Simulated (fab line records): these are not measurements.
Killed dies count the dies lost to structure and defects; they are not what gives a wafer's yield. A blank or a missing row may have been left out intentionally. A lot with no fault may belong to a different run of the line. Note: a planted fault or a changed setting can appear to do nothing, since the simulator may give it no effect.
Tool commonality check	flow gf180mcu	13 lots and 39 wafers in the sample

REASON FOR OPENING
2 of 13 lots carry a flag on the reading NSD_RS at GF_PSD_RS_MEAS_14. No-fault wafers: 46.15 ohm/sq, standard deviation 0.097.
Rule: a lot gets a flag if all its wafers with a number sit over 4 standard deviations from that mean, or if no wafer of it has a number. The rest of the lots are taken to be sound.

lot	measured	on	NSD_RS (ohm/sq), wafer by wafer	flag
L521	day 14 04:17	film-metro-01	46.19 46.26 46.32	
L522	day 14 10:09	film-metro-01	46.22 46.12 46.14	
L523	day 15 00:10	film-metro-01	46.18 46.21 46.24	
L527	day 16 09:58	film-metro-04	46.29 46.34 46.34	
L531	day 17 21:05	film-metro-01	45.31 45.27 45.19	FLAGGED
L533	day 18 13:39	film-metro-04	45.35 45.34 45.33	FLAGGED
L534	day 18 19:58	film-metro-04	46.25 46.22 46.16	
L539	day 20 23:45	film-metro-01	46.21 46.15 46.26	
L540	day 21 03:29	film-metro-02	46.16 46.04 46.14	
L541	day 21 07:05	film-metro-04	46.20 46.22 46.23	
L542	day 21 11:55	film-metro-02	46.08 46.13 46.13	
L543	day 22 01:13	film-metro-04	46.12 46.18 46.07	
L544	day 22 08:13	film-metro-02	46.12 46.12 46.00	
On average the flagged lots' numbers are 45.30 ohm/sq, which is -0.85 ohm/sq against the usual, or -9 standard deviations.

EACH LOT AND THE TOOL IT RAN ON
The record holds 1 process step before the reading, out of a route of 602 steps. In each cell: the tool, then ch and the chambers that the sampled wafers went through, then the start.
lot	flag	GF_PSD_RTA_13
L521		rtp-anneal-02 ch 0, day 14 04:11
L522		rtp-anneal-01 ch 0, day 14 10:04
L523		rtp-anneal-01 ch 0, day 15 00:05
L527		rtp-anneal-02 ch 0, day 16 09:53
L531	FLAGGED	rtp-anneal-01 ch 0, day 17 20:59
L533	FLAGGED	rtp-anneal-01 ch 0, day 18 13:34
L534		rtp-anneal-02 ch 0, day 18 19:52
L539		rtp-anneal-02 ch 0, day 20 23:40
L540		rtp-anneal-02 ch 0, day 21 03:23
L541		rtp-anneal-02 ch 0, day 21 06:59
L542		rtp-anneal-02 ch 0, day 21 11:50
L543		rtp-anneal-01 ch 0, day 22 01:08
L544		rtp-anneal-01 ch 0, day 22 08:07
What the steps here do:
- GF_PSD_RTA_13: time 20 s.
- GF_PSD_RS_MEAS_14: measures by four-point-probe.

FLAGGED AGAINST TOTAL, ONE TOOL AT A TIME (gauges that did the reading follow at the end)
step	tool	lots run	flagged	share of the flagged lots	sound lots run after its first flagged lot
GF_PSD_RTA_13	rtp-anneal-01	6	2	all	2 (L543,L544)
GF_PSD_RTA_13	rtp-anneal-02	7	0	none	-
GF_PSD_RS_MEAS_14	film-metro-01	5	1	some	1 (L539)
GF_PSD_RS_MEAS_14	film-metro-02	3	0	none	-
GF_PSD_RS_MEAS_14	film-metro-04	5	1	some	3 (L534,L541,L543)

THE TABLE: WHAT IT ALLOWS
In the table, 1 row covers all flagged lots: rtp-anneal-01 at GF_PSD_RTA_13.
- rtp-anneal-01 at GF_PSD_RTA_13 ran 6 lots, 2 of them flagged. Sound lots ran on it after the first flagged one (L543, L544), which a lasting fault on the whole tool wouldn't allow.
There is no row in the table that ran each flagged lot and no sound lot after the first.

WHAT THE SIMULATOR HAD INSERTED
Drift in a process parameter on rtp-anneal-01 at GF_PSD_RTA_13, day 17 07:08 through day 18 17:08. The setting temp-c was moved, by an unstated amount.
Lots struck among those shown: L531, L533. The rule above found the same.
